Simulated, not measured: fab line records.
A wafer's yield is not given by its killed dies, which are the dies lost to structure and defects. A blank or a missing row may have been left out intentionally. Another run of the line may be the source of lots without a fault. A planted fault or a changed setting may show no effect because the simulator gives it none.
fab line records	flow sky130
record: lots: 12	wafers: 36	last-day: 49
route steps=708 shown DNWELL@43 NWELL@60 PWDE@84 PAD_OPEN@708
lots with no fault: from the same line, run without faults
start-h: start of the lot's first displayed wafer, in hours after the record's first day	wait-h: how many hours have passed since the lot's step before this one	" repeats the value in the row above	L1.1+2: several wafers, shown together as one row	- value missing, or start not given	* or withheld: withheld	< > ~ a bound
route shown NAME@n: a module of which the file shows steps, and the number in the route of the first	usual: mean/standard deviation taken from wafers without a fault	same: alike in all rows	chamber/n: place in a boat	sites: per-site readings	_std_site: how widely they spread, as a standard deviation	_edge_site: mean of outer sites minus mean of inner sites	radius-mm: for every site, how far away it sits from the centre of the wafer	mask NAME#n: copy n	behind: the most recent tool/chamber to have shaped the wafer	hold: what put the lot on hold/how long, in hours/how the hold closed	device: whichever transistor did not switch (one of n, p or np)	end of line: tests run on the same wafers once the route is complete	a step with no rows: only its recipe	killed: not the wafer's yield, but the dies lost to structure and defects at the first sort	map: per-die view of a wafer (x killed, . not killed, _ where there is no die)
set.NAME: the setting the step ran with; set.NAME@STEP: the setting that earlier step ran with	model.NAME: the simulator's own value behind a step, which no gauge read
one table for each step of the route and one row for each wafer, over a sample of lots
services: the hour from which a tool's chamber was out of use, counted from the record's first day as start-h (under 0 if before that day), plus the number of hours and why
== steps ==
step: SKY_DNWELL_STRIP_08
recipe: chemistry: O2/N2	power-w: 1400	pressure-mtorr: 1500	platen-temp-c: withheld	o2-flow-sccm: 3000	n2-flow-sccm: 300	overash-fraction: 0.5
usual: chamber-pressure-mTorr: 1500.2/1.3	drypump-motor-current-A: 5.8/0.31	oes-product-au: 0.723/0.0044	strip-time-to-endpoint-s: 36.93/0.14
lot.wafer	tool	chamber	start-h	wait-h	chamber-pressure-mTorr	drypump-motor-current-A	oes-product-au	rf-hours-counter-h	strip-time-to-endpoint-s
L317.3	plasma-asher-01	0	74.34	0.1	1499.9	5.7	0.715	-	36.84
L317.5	"	1	"	"	1499.2	6.3	0.723	-	37.07
L317.6	"	0	"	"	1500.3	5.7	0.719	-	37.05
L320.1	plasma-asher-01	1	75.50	0.1	1498.7	6.3	0.727	41	36.76
L320.3	"	1	"	"	1500.3	6.3	0.719	-	36.75
L320.4	"	0	"	"	1497.6	5.7	0.722	-	36.80
L316.1	plasma-asher-01	0	75.85	0.1	1501.2	5.7	0.713	41	37.14
L316.3	"	1	"	"	1500.2	6.3	0.716	-	37.20
L316.5	"	1	"	"	1501.9	6.2	0.724	-	37.23
L318.1	plasma-asher-02	1	77.05	0.1	1499.0	6.1	0.722	40	37.08
L318.4	"	1	"	"	1499.1	6.1	0.720	-	37.05
L318.5	"	1	"	"	1502.0	6.0	0.716	-	37.05
L319.1	plasma-asher-03	0	77.15	0.1	1501.2	5.5	0.722	26	36.91
L319.2	"	1	"	"	1498.2	5.6	0.723	26	36.81
L319.4	"	0	"	"	1501.2	5.5	0.727	-	36.79
L321.4	plasma-asher-02	0	86.68	0.1	1500.4	5.5	0.718	-	37.07
L321.5	"	1	"	"	1501.7	6.0	0.719	-	36.99
L321.6	"	0	"	"	1500.1	5.4	0.726	-	36.99
L322.3	plasma-asher-03	1	87.28	0.1	1501.0	5.6	0.724	-	37.06
L322.5	"	0	"	"	1499.2	5.5	0.723	-	37.02
L322.6	"	1	"	"	1499.0	5.6	0.716	-	37.09
L323.4	plasma-asher-01	0	90.28	0.1	1500.5	5.7	0.726	-	37.21
L323.5	"	1	"	"	1501.1	6.3	0.716	-	37.11
L323.6	"	0	"	"	1498.7	5.7	0.719	-	37.09
L325.3	plasma-asher-02	1	102.83	0.1	1502.0	6.1	0.717	-	36.71
L325.5	"	1	"	"	1498.0	6.0	0.729	-	36.87
L325.6	"	0	"	"	1499.1	5.4	0.719	-	36.63
L328.1	plasma-asher-03	1	116.40	0.1	1500.4	5.6	0.723	31	36.87
L328.3	"	0	"	"	1499.1	5.5	0.727	-	36.88
L328.5	"	0	"	"	1499.7	5.5	0.722	-	36.86
L329.3	plasma-asher-03	0	121.49	0.1	1498.8	5.5	0.724	-	36.85
L329.4	"	1	"	"	1498.3	5.6	0.721	-	36.73
L329.6	"	1	"	"	1500.1	5.6	0.713	-	36.79
L333.1	plasma-asher-01	1	144.20	0.1	1500.6	6.3	0.721	48	36.84
L333.3	"	1	"	"	1500.5	6.3	0.726	-	36.87
L333.4	"	0	"	"	1500.0	5.7	0.723	-	36.83
step: SKY_NWELL_EXPOSE_07
recipe: mask-id: NWM	na: 0.6	source-shape: conventional	sigma-outer: 0.6	polarization: unpolarized	target-cd-nm: 840	dose-mj: 255
same: na: 0.6
lot.wafer	tool	chamber	start-h	wait-h	mask
L317.3+5+6	iline-stepper-01	0	100.52	-	NWM#0
L320.1+3+4	iline-stepper-02	0	100.72	-	NWM#0
L316.1+3+5	iline-stepper-01	0	101.82	-	NWM#0
L318.1+4+5	iline-stepper-02	0	104.05	-	NWM#0
L319.1+2+4	iline-stepper-01	0	104.37	-	NWM#0
L321.4+5+6	iline-stepper-02	0	113.89	-	NWM#0
L322.3+5+6	iline-stepper-02	0	114.19	-	NWM#0
L323.4+5+6	iline-stepper-02	0	118.76	-	NWM#0
L325.3+5+6	iline-stepper-02	0	131.56	-	NWM#0
L328.1+3+5	iline-stepper-01	0	145.35	-	NWM#0
L329.3+4+6	iline-stepper-01	0	150.73	-	NWM#0
L333.1+3+4	iline-stepper-01	0	175.30	-	NWM#0
step: SKY_NWELL_OVL_MEAS_10
usual: NWELL_00_OVL: -0.7/1.4
lot.wafer	tool	chamber	start-h	wait-h	NWELL_00_OVL[nm]
L317.3	overlay-01	-	109.42	-	1.8
L317.5	"	-	"	"	-1.2
L317.6	"	-	"	"	0.7
L320.1	overlay-02	-	109.44	-	-2.4
L320.3	"	-	"	"	-1.1
L320.4	"	-	"	"	-1.5
L316.1	overlay-01	-	110.40	-	-2.3
L316.3	"	-	"	"	-1.9
L316.5	"	-	"	"	-3.0
L318.1	overlay-01	-	112.85	-	0.9
L318.4	"	-	"	"	-1.5
L318.5	"	-	"	"	-0.3
L319.1	overlay-02	-	113.05	-	-1.5
L319.2	"	-	"	"	-2.9
L319.4	"	-	"	"	-1.7
L321.4	overlay-02	-	123.81	-	2.0
L321.5	"	-	"	"	-0.4
L321.6	"	-	"	"	0.9
L322.3	overlay-01	-	124.15	-	287.5
L322.5	"	-	"	"	289.4
L322.6	"	-	"	"	288.1
L323.4	overlay-01	-	128.22	-	287.5
L323.5	"	-	"	"	288.1
L323.6	"	-	"	"	285.5
L325.3	overlay-01	-	141.10	-	290.9
L325.5	"	-	"	"	290.5
L325.6	"	-	"	"	290.2
L328.1	overlay-01	-	154.70	-	-2.1
L328.3	"	-	"	"	-1.7
L328.5	"	-	"	"	-2.2
L329.3	overlay-01	-	161.41	-	0.2
L329.4	"	-	"	"	0.4
L329.6	"	-	"	"	-1.5
L333.1	overlay-01	-	185.85	-	-0.8
L333.3	"	-	"	"	-2.3
L333.4	"	-	"	"	0.1
step: SKY_NWELL_STRIP_25
recipe: chemistry: O2/N2	power-w: 1400	pressure-mtorr: 1500	platen-temp-c: withheld	o2-flow-sccm: 3000	n2-flow-sccm: 300	overash-fraction: 0.5
usual: chamber-pressure-mTorr: 1500.1/1.3	drypump-motor-current-A: 6.0/0.49	oes-product-au: 0.722/0.0048	strip-time-to-endpoint-s: 36.93/0.11
lot.wafer	tool	chamber	start-h	wait-h	chamber-pressure-mTorr	drypump-motor-current-A	oes-product-au	rf-hours-counter-h	strip-time-to-endpoint-s
L317.3	plasma-asher-03	0	129.12	0.1	1500.8	5.5	0.718	-	36.93
L317.5	"	1	"	"	1500.2	5.6	0.721	-	37.10
L317.6	"	0	"	"	1499.2	5.5	0.719	-	37.09
L320.1	plasma-asher-01	1	129.43	0.1	1501.4	6.3	0.720	46	36.96
L320.3	"	1	"	"	1501.4	6.3	0.727	-	37.00
L320.4	"	0	"	"	1501.1	5.7	0.725	-	36.92
L316.1	plasma-asher-03	1	130.54	0.1	1502.9	5.5	0.714	32	37.12
L316.3	"	0	"	"	1499.8	5.5	0.716	-	37.09
L316.5	"	0	"	"	1500.9	5.5	0.724	-	37.15
L318.1	plasma-asher-01	0	132.48	0.1	1499.3	5.7	0.720	47	36.79
L318.4	"	1	"	"	1501.4	6.3	0.720	-	36.80
L318.5	"	1	"	"	1499.3	6.3	0.720	-	36.82
L319.1	plasma-asher-01	0	132.84	0.1	1501.0	5.7	0.718	47	36.82
L319.2	"	1	"	"	1500.8	6.3	0.720	47	36.92
L319.4	"	0	"	"	1500.1	5.7	0.725	-	36.75
L321.4	plasma-asher-03	1	143.17	0.1	1501.4	5.6	0.716	-	36.98
L321.5	"	0	"	"	1503.4	5.5	0.722	-	37.05
L321.6	"	1	"	"	1501.0	5.6	0.727	-	36.94
L322.3	plasma-asher-04	1	143.52	0.1	1501.1	6.8	0.719	-	36.80
L322.5	"	1	"	"	1500.8	6.8	0.724	-	36.83
L322.6	"	0	"	"	1497.2	6.3	0.722	-	37.01
L323.4	plasma-asher-03	0	148.12	0.1	1499.4	5.4	0.721	-	36.86
L323.5	"	1	"	"	1501.9	5.6	0.727	-	37.00
L323.6	"	0	"	"	1499.2	5.5	0.726	-	36.93
L325.3	plasma-asher-04	1	161.97	0.1	1499.1	6.8	0.716	-	36.80
L325.5	"	1	"	"	1499.1	6.8	0.719	-	36.90
L325.6	"	0	"	"	1499.5	6.3	0.725	-	36.76
L328.1	plasma-asher-01	0	176.14	0.1	1499.9	5.7	0.720	50	36.96
L328.3	"	1	"	"	1499.5	6.3	0.718	-	36.95
L328.5	"	0	"	"	1501.0	5.7	0.723	-	36.88
L329.3	plasma-asher-04	1	182.88	0.1	1500.9	6.8	0.724	-	36.96
L329.4	"	0	"	"	1500.7	6.3	0.720	-	36.89
L329.6	"	1	"	"	1498.8	6.8	0.728	-	36.93
L333.1	plasma-asher-04	0	208.08	0.1	1499.8	6.3	0.722	51	36.92
L333.3	"	1	"	"	1500.0	6.8	0.724	-	36.93
L333.4	"	0	"	"	1501.5	6.3	0.721	-	36.75
step: SKY_NWELL_RS_MEAS_31
recipe: thk-meas-gauge: four-point-probe
usual: PWDE_RS: 5272/18
lot.wafer	tool	chamber	start-h	wait-h	PWDE_RS[ohm/sq]
L317.3	film-metro-01	-	129.68	0.1	5256
L317.5	"	-	"	"	5250
L317.6	"	-	"	"	5238
L320.1	film-metro-03	-	129.98	0.1	5255
L320.3	"	-	"	"	5268
L320.4	"	-	"	"	5277
L316.1	film-metro-03	-	131.09	0.1	5257
L316.3	"	-	"	"	5269
L316.5	"	-	"	"	5273
L318.1	film-metro-03	-	133.03	0.1	5294
L318.4	"	-	"	"	5284
L318.5	"	-	"	"	5284
L319.1	film-metro-03	-	133.93	0.1	5271
L319.2	"	-	"	"	5282
L319.4	"	-	"	"	5288
L321.4	film-metro-01	-	143.75	0.1	5295
L321.5	"	-	"	"	5281
L321.6	"	-	"	"	5294
L322.3	film-metro-03	-	144.08	0.1	5276
L322.5	"	-	"	"	5272
L322.6	"	-	"	"	5269
L323.4	film-metro-01	-	148.70	0.1	5275
L323.5	"	-	"	"	5267
L323.6	"	-	"	"	5269
L325.3	film-metro-01	-	162.53	0.1	5252
L325.5	"	-	"	"	5250
L325.6	"	-	"	"	5243
L328.1	film-metro-02	-	176.69	0.1	5268
L328.3	"	-	"	"	5253
L328.5	"	-	"	"	5269
L329.3	film-metro-03	-	183.44	0.1	5263
L329.4	"	-	"	"	5274
L329.6	"	-	"	"	5282
L333.1	film-metro-01	-	208.73	0.1	5273
L333.3	"	-	"	"	5282
L333.4	"	-	"	"	5288
step: SKY_PAD_OPEN_PROBE_99
usual: killed_at_M0_to_M3: 44/6.7	killed_at_M4_up: 3.1/1.8	killed-at-contacts: 24/5.1	killed-at-front-end: 16/4.7	killed-at-other: 0.3/0.59	killed-dies: 88/9.6	killed-on-rim: 17/3.8	killed-open: 48/7.3	killed-short: 39/6.5
same: gross-dies: 492	killed-at-back-side: 0
lot.wafer	tool	chamber	start-h	wait-h	killed_at_M0_to_M3	killed_at_M4_up	killed-at-contacts	killed-at-front-end	killed-at-other	killed-dies	killed-on-rim	killed-open	killed-short
L320.1	prober-02	-	1105.77	0.1	47	3	17	9	0	76	10	43	33
L320.3	prober-02	-	1105.87	0.2	36	1	27	26	0	90	25	56	34
L320.4	prober-02	-	1105.92	0.2	49	2	31	11	0	93	18	60	33
L317.3	prober-01	-	1106.04	0.2	51	4	19	14	3	91	17	42	49
L317.5	prober-01	-	1106.14	0.2	39	4	26	25	1	95	25	47	46
L317.6	prober-01	-	1106.19	0.2	44	5	28	20	0	97	20	53	44
L318.1	prober-01	-	1111.38	0.1	51	4	19	10	0	84	15	45	39
L318.4	prober-01	-	1111.53	0.2	43	2	18	11	0	74	20	38	36
L318.5	prober-01	-	1111.58	0.2	46	2	14	10	0	72	19	41	31
L316.1	prober-02	-	1112.88	0.1	44	2	33	12	0	91	22	60	30
L316.3	prober-02	-	1112.98	0.2	47	6	22	13	0	88	21	47	40
L316.5	prober-02	-	1113.08	0.2	36	3	16	16	0	71	13	38	33
L319.1	prober-01	-	1115.14	0.1	44	6	17	22	0	89	18	52	37
L319.2	prober-01	-	1115.19	0.1	43	2	32	17	0	94	16	54	40
L319.4	prober-01	-	1115.29	0.2	49	3	21	15	0	88	13	53	35
L322.3	prober-02	-	1117.25	0.2	41	6	18	427	0	492	96	50	24
L322.5	prober-02	-	1117.35	0.2	36	5	26	425	0	492	96	46	39
L322.6	prober-02	-	1117.40	0.2	38	4	19	431	0	492	96	39	38
L321.4	prober-01	-	1121.61	0.2	43	3	22	21	0	89	16	46	43
L321.5	prober-01	-	1121.66	0.2	45	6	18	24	2	95	14	49	46
L321.6	prober-01	-	1121.71	0.2	42	5	28	13	0	88	18	55	33
L323.4	prober-02	-	1129.07	0.2	38	1	23	429	1	492	96	47	33
L323.5	prober-02	-	1129.12	0.2	54	5	18	415	0	492	96	55	37
L323.6	prober-02	-	1129.17	0.2	49	1	26	416	0	492	96	46	40
L325.3	prober-02	-	1139.95	0.2	49	4	24	415	0	492	96	53	39
L325.5	prober-02	-	1140.05	0.2	53	2	31	406	0	492	96	56	40
L325.6	prober-02	-	1140.10	0.2	52	4	27	409	0	492	96	51	44
L328.1	prober-01	-	1154.91	0.1	43	4	30	17	0	94	17	52	42
L328.3	prober-01	-	1155.01	0.2	36	0	15	17	0	68	13	34	34
L328.5	prober-01	-	1155.11	0.2	57	3	24	16	0	100	22	50	50
L329.3	prober-02	-	1158.31	0.2	39	8	30	14	1	92	17	49	43
L329.4	prober-02	-	1158.36	0.2	48	3	20	20	0	91	17	55	36
L329.6	prober-02	-	1158.46	0.2	55	4	33	10	0	102	22	63	39
L333.1	prober-02	-	1177.81	0.1	56	1	26	14	0	97	18	56	41
L333.3	prober-02	-	1177.91	0.2	26	2	25	16	0	69	8	34	35
L333.4	prober-02	-	1177.96	0.2	48	3	19	18	0	88	16	51	36
killed by level:class
L320.1 VIA1:geometric-particle:open=14 CONTACT:geometric-particle:open=10 VIA2:geometric-particle:open=9 METAL2:geometric-particle:short=7 VIA3:geometric-particle:short=4 FIELD_ISO:geometric-particle:short=3 LI_CONTACT:geometric-particle:short=3 METAL4:geometric-particle:short=3
L320.3 CONTACT:geometric-particle:short=10 CONTACT:geometric-particle:open=9 FIELD_ISO:geometric-particle:open=7 VIA1:geometric-particle:open=7 LI_CONTACT:geometric-particle:open=6 VIA2:geometric-particle:open=6 VIA2:geometric-particle:short=6 VIA3:geometric-particle:open=6
L320.4 CONTACT:geometric-particle:open=13 VIA3:geometric-particle:open=10 LI_CONTACT:geometric-particle:open=9 VIA1:geometric-particle:open=9 METAL1:geometric-particle:short=6 VIA1:geometric-particle:short=6 FIELD_ISO:geometric-particle:open=5 VIA2:geometric-particle:open=5
L317.3 METAL1:geometric-particle:short=12 CONTACT:geometric-particle:open=11 VIA3:geometric-particle:open=7 METAL2:geometric-particle:short=7 METAL3:geometric-particle:short=7 VIA2:geometric-particle:open=5 POLY_GATE:geometric-particle:short=4 VIA3:geometric-particle:short=4
L317.5 CONTACT:geometric-particle:open=10 LI_CONTACT:geometric-particle:open=6 VIA1:geometric-particle:open=6 FIELD_ISO:geometric-particle:open=5 VIA2:geometric-particle:open=5 POLY_GATE:geometric-particle:short=5 METAL2:geometric-particle:short=5 POLY_GATE:geometric-particle:open=4
L317.6 METAL1:geometric-particle:short=9 LI_CONTACT:geometric-particle:open=9 CONTACT:geometric-particle:open=9 POLY_GATE:geometric-particle:open=7 VIA2:geometric-particle:open=7 CONTACT:geometric-particle:short=6 VIA1:geometric-particle:open=6 VIA3:geometric-particle:open=5
L318.1 VIA1:geometric-particle:open=11 VIA2:geometric-particle:open=10 METAL2:geometric-particle:short=7 METAL3:geometric-particle:short=7 LOCAL_INTERCONNECT:geometric-particle:short=5 CONTACT:geometric-particle:open=5 VIA3:geometric-particle:open=5 POLY_GATE:geometric-particle:open=4
L318.4 VIA2:geometric-particle:open=8 METAL1:geometric-particle:short=6 LI_CONTACT:geometric-particle:open=6 CONTACT:geometric-particle:open=6 VIA1:geometric-particle:open=6 METAL2:geometric-particle:short=6 VIA1:geometric-particle:short=5 VIA3:geometric-particle:open=5
L318.5 VIA2:geometric-particle:open=12 VIA1:geometric-particle:open=8 CONTACT:geometric-particle:open=7 VIA3:geometric-particle:open=6 METAL1:geometric-particle:short=6 METAL2:geometric-particle:short=5 LOCAL_INTERCONNECT:geometric-particle:short=4 POLY_GATE:geometric-particle:short=3
L316.1 VIA1:geometric-particle:open=13 CONTACT:geometric-particle:short=12 VIA2:geometric-particle:open=12 LI_CONTACT:geometric-particle:open=8 CONTACT:geometric-particle:open=8 VIA3:geometric-particle:open=7 LOCAL_INTERCONNECT:geometric-particle:short=4 VIA2:geometric-particle:short=4
L316.3 VIA1:geometric-particle:open=10 VIA2:geometric-particle:open=9 VIA3:geometric-particle:open=8 LI_CONTACT:geometric-particle:open=7 CONTACT:geometric-particle:short=6 METAL1:geometric-particle:short=4 LI_CONTACT:geometric-particle:short=4 VIA1:geometric-particle:short=4
L316.5 VIA1:geometric-particle:open=9 VIA2:geometric-particle:open=8 LI_CONTACT:geometric-particle:open=6 VIA1:geometric-particle:short=6 FIELD_ISO:geometric-particle:open=4 CONTACT:geometric-particle:short=4 POLY_GATE:geometric-particle:short=3 METAL1:geometric-particle:short=3
L319.1 VIA1:geometric-particle:open=11 VIA2:geometric-particle:open=7 METAL1:geometric-particle:short=7 POLY_GATE:geometric-particle:open=5 POLY_GATE:geometric-particle:short=5 LI_CONTACT:geometric-particle:open=5 LOCAL_INTERCONNECT:geometric-particle:short=5 METAL2:geometric-particle:short=5
L319.2 CONTACT:geometric-particle:open=15 VIA1:geometric-particle:open=12 METAL2:geometric-particle:short=8 FIELD_ISO:geometric-particle:open=6 METAL1:geometric-particle:short=6 LI_CONTACT:geometric-particle:open=5 LI_CONTACT:geometric-particle:short=5 CONTACT:geometric-particle:short=5
L319.4 VIA1:geometric-particle:open=14 CONTACT:geometric-particle:open=7 VIA2:geometric-particle:open=7 METAL2:geometric-particle:short=7 FIELD_ISO:geometric-particle:open=6 CONTACT:geometric-particle:short=5 VIA1:geometric-particle:short=5 VIA3:geometric-particle:open=4
L322.3 NWELL:overlay=418 VIA1:geometric-particle:open=12 LI_CONTACT:geometric-particle:open=9 VIA3:geometric-particle:open=9 VIA2:geometric-particle:open=7 LI_CONTACT:geometric-particle:short=5 VIA3:geometric-particle:short=5 FIELD_ISO:geometric-particle:open=4
L322.5 NWELL:overlay=407 CONTACT:geometric-particle:open=10 METAL2:geometric-particle:short=8 LI_CONTACT:geometric-particle:open=7 FIELD_ISO:geometric-particle:open=6 LOCAL_INTERCONNECT:geometric-particle:short=6 VIA2:geometric-particle:open=6 FIELD_ISO:geometric-particle:short=5
L322.6 NWELL:overlay=413 CONTACT:geometric-particle:open=9 VIA3:geometric-particle:open=6 FIELD_ISO:geometric-particle:short=5 CONTACT:geometric-particle:short=5 VIA1:geometric-particle:open=5 METAL2:geometric-particle:short=5 FIELD_ISO:geometric-particle:open=4
L321.4 VIA1:geometric-particle:open=12 CONTACT:geometric-particle:open=9 FIELD_ISO:geometric-particle:open=6 METAL1:geometric-particle:short=6 POLY_GATE:geometric-particle:short=5 LI_CONTACT:geometric-particle:open=5 LOCAL_INTERCONNECT:geometric-particle:short=5 METAL2:geometric-particle:short=5
L321.5 VIA1:geometric-particle:open=7 METAL2:geometric-particle:short=7 FIELD_ISO:geometric-particle:open=6 CONTACT:geometric-particle:open=6 METAL1:geometric-particle:short=6 VIA1:geometric-particle:short=6 VIA3:geometric-particle:short=6 LI_CONTACT:geometric-particle:open=5
L321.6 VIA2:geometric-particle:open=12 LI_CONTACT:geometric-particle:open=11 CONTACT:geometric-particle:open=9 VIA1:geometric-particle:open=9 FIELD_ISO:geometric-particle:open=5 VIA1:geometric-particle:short=5 POLY_GATE:geometric-particle:short=4 METAL2:geometric-particle:short=4
L323.4 NWELL:overlay=412 CONTACT:geometric-particle:open=9 VIA1:geometric-particle:open=9 FIELD_ISO:geometric-particle:open=6 CONTACT:geometric-particle:short=6 VIA2:geometric-particle:open=6 VIA3:geometric-particle:open=5 POLY_GATE:geometric-particle:open=4
L323.5 NWELL:overlay=400 VIA1:geometric-particle:open=14 VIA3:geometric-particle:open=10 LI_CONTACT:geometric-particle:open=9 POLY_GATE:geometric-particle:open=5 VIA2:geometric-particle:short=5 FIELD_ISO:geometric-particle:short=4 VIA1:geometric-particle:short=4
L323.6 NWELL:overlay=406 VIA1:geometric-particle:open=10 LI_CONTACT:geometric-particle:open=8 VIA2:geometric-particle:open=8 FIELD_ISO:geometric-particle:short=7 VIA3:geometric-particle:open=7 CONTACT:geometric-particle:open=7 VIA1:geometric-particle:short=5
L325.3 NWELL:overlay=399 VIA1:geometric-particle:open=13 CONTACT:geometric-particle:open=10 VIA1:geometric-particle:short=9 VIA2:geometric-particle:open=9 VIA3:geometric-particle:open=6 LOCAL_INTERCONNECT:geometric-particle:short=5 FIELD_ISO:geometric-particle:short=4
L325.5 NWELL:overlay=396 VIA1:geometric-particle:open=11 VIA2:geometric-particle:open=10 LI_CONTACT:geometric-particle:open=10 CONTACT:geometric-particle:open=10 METAL1:geometric-particle:short=10 METAL2:geometric-particle:short=5 VIA3:geometric-particle:short=5
L325.6 NWELL:overlay=396 VIA1:geometric-particle:open=17 LI_CONTACT:geometric-particle:open=8 VIA2:geometric-particle:open=8 METAL1:geometric-particle:short=7 LI_CONTACT:geometric-particle:short=6 VIA2:geometric-particle:short=5 CONTACT:geometric-particle:open=5
L328.1 VIA1:geometric-particle:open=11 LI_CONTACT:geometric-particle:open=9 VIA2:geometric-particle:open=9 CONTACT:geometric-particle:open=8 CONTACT:geometric-particle:short=7 FIELD_ISO:geometric-particle:open=6 METAL2:geometric-particle:short=5 POLY_GATE:geometric-particle:short=5
L328.3 METAL2:geometric-particle:short=11 CONTACT:geometric-particle:open=8 VIA1:geometric-particle:open=7 FIELD_ISO:geometric-particle:open=6 FIELD_ISO:geometric-particle:short=5 VIA3:geometric-particle:open=5 VIA2:geometric-particle:open=4 POLY_GATE:geometric-particle:short=3
L328.5 CONTACT:geometric-particle:open=12 VIA1:geometric-particle:open=11 METAL1:geometric-particle:short=10 VIA3:geometric-particle:open=7 FIELD_ISO:geometric-particle:short=6 VIA2:geometric-particle:open=6 LI_CONTACT:geometric-particle:short=5 VIA2:geometric-particle:short=5
L329.3 VIA1:geometric-particle:open=11 LI_CONTACT:geometric-particle:open=9 CONTACT:geometric-particle:open=8 CONTACT:geometric-particle:short=6 METAL1:geometric-particle:short=5 METAL4:geometric-particle:short=5 FIELD_ISO:geometric-particle:short=4 FIELD_ISO:geometric-particle:open=4
L329.4 VIA1:geometric-particle:open=12 VIA3:geometric-particle:open=11 CONTACT:geometric-particle:open=7 VIA2:geometric-particle:open=7 POLY_GATE:geometric-particle:open=6 LI_CONTACT:geometric-particle:open=6 CONTACT:geometric-particle:short=6 POLY_GATE:geometric-particle:short=5
L329.6 VIA1:geometric-particle:open=16 CONTACT:geometric-particle:open=12 VIA2:geometric-particle:open=11 LI_CONTACT:geometric-particle:open=9 CONTACT:geometric-particle:short=6 VIA1:geometric-particle:short=6 VIA3:geometric-particle:short=5 VIA3:geometric-particle:open=5
L333.1 LI_CONTACT:geometric-particle:open=11 VIA3:geometric-particle:open=11 VIA2:geometric-particle:open=11 METAL1:geometric-particle:short=10 CONTACT:geometric-particle:open=8 VIA1:geometric-particle:open=6 FIELD_ISO:geometric-particle:short=5 METAL2:geometric-particle:short=5
L333.3 CONTACT:geometric-particle:open=12 METAL2:geometric-particle:short=6 POLY_GATE:geometric-particle:short=5 METAL1:geometric-particle:short=5 VIA1:geometric-particle:open=5 LI_CONTACT:geometric-particle:open=4 CONTACT:geometric-particle:short=4 FIELD_ISO:geometric-particle:short=3
L333.4 VIA1:geometric-particle:open=15 CONTACT:geometric-particle:open=9 VIA2:geometric-particle:open=7 VIA3:geometric-particle:open=6 VIA1:geometric-particle:short=6 FIELD_ISO:geometric-particle:short=5 POLY_GATE:geometric-particle:open=5 FIELD_ISO:geometric-particle:open=4
== services ==
tool	chamber	start-h	hours	kind
iline-stepper-01	0	53.38	-	calibration
iline-stepper-01	-	58.91	1.7	pm
plasma-asher-02	-	108.75	9.0	pm
plasma-asher-02	0	108.75	9.0	vent-cycle
plasma-asher-02	1	108.75	9.0	vent-cycle
plasma-asher-02	-	110.40	1.7	repair
plasma-asher-02	0	117.75	-	clean
plasma-asher-02	1	117.75	-	clean
plasma-asher-01	-	146.01	2.8	pm
plasma-asher-01	-	161.33	1.3	repair
iline-stepper-02	0	169.09	-	calibration
plasma-asher-03	-	180.65	11.5	repair
iline-stepper-01	-	189.03	28.9	pm
plasma-asher-02	-	203.30	2.8	pm
== key ==
first-sign: step: SKY_NWELL_OVL_MEAS_10	reading: NWELL_00_OVL	direction: up	sigmas: 99+	usual: -0.7	struck: 288.7
effect: step: SKY_PAD_OPEN_PROBE_99	reading: killed-at-front-end	direction: up	sigmas: 86	usual: 16	struck: 419
more-kills-born-at: SKY_NWELL_EXPOSE_07@iline-stepper-02: 3647
met-at SKY_NWELL_EXPOSE_07
struck-lots L322,L323,L325
tester-left-out L322,L323,L325
not-acting-at SKY_DNWELL_STRIP_08,SKY_NWELL_STRIP_25,SKY_NWELL_RS_MEAS_31
onset-between 113.89 114.19
fault: kind: scanner-matching-overlay	tool: iline-stepper-02	chamber: -	onset-h: 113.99	steps: SKY_NWELL_EXPOSE_07	offset: 289.01
tester-left-out: of these lots the tester's yield and bins aren't shown, on N5 and GAA mostly nor the transistor test; their killed dies are dies lost to structure and defects alone, not to doping, threshold or leakage, so they don't give the yield
